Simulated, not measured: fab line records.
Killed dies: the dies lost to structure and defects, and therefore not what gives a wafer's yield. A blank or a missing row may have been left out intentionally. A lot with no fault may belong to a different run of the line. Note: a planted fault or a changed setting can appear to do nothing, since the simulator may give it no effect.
Matching of chambers :: flow sky130 :: cmp-01 running SKY_VIA1_CMP_24: 4 sister chambers
The step polishes, stops on SiO2, t overpolish 15 s, target thk 0 nm. 4 wafers are shown with their chamber, then 7 later ones without.

== EACH WAFER AND ITS CHAMBER ==
wafer: L297.2
chamber: 3
motor-current-A (A): 9.1

wafer: L297.4
chamber: 2
motor-current-A (A): 11.6

wafer: L307.1
chamber: 0
motor-current-A (A): 12.3

wafer: L307.3
chamber: 1
motor-current-A (A): 10.5

== WAFERS WHOSE CHAMBER IS MISSING ==
wafer: L307.6
motor-current-A (A): 11.4

wafer: L313.3
motor-current-A (A): 12.2

wafer: L313.4
motor-current-A (A): 11.2

wafer: L313.6
motor-current-A (A): 11.7

wafer: L315.1
motor-current-A (A): 11.4

wafer: L315.5
motor-current-A (A): 9.4

wafer: L315.6
motor-current-A (A): 11.4

== THE CHAMBER EACH PASSED THROUGH ==
wafer: L307.6
from the rows above: 2
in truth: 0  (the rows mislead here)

wafer: L313.3
from the rows above: 0
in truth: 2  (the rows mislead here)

wafer: L313.4
from the rows above: can't be placed: 2 or 1
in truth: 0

wafer: L313.6
from the rows above: 2
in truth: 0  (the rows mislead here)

wafer: L315.1
from the rows above: 2
in truth: 2

wafer: L315.5
from the rows above: 3
in truth: 3

wafer: L315.6
from the rows above: 2
in truth: 2
Correctly placed: 3 of 7. From these rows, 1 cannot be placed; in 0 the true chamber is one of the candidates. Wrongly placed: 3.
How it was worked out, from the rows above alone: a wafer's distance from a chamber is the root of the sum, over the readings, of the square of ((its reading less the chamber's mean) divided by the reading's scatter). If the next closest chamber is less than 2 further off than the closest, the wafer can't be placed; otherwise it belongs to the closest. For every chamber, the mean is computed from those of its wafers that are shown. The scatter (one wafer shown for each chamber): square how far every hidden wafer sits from the nearest shown wafer, average those squares and take the square root.
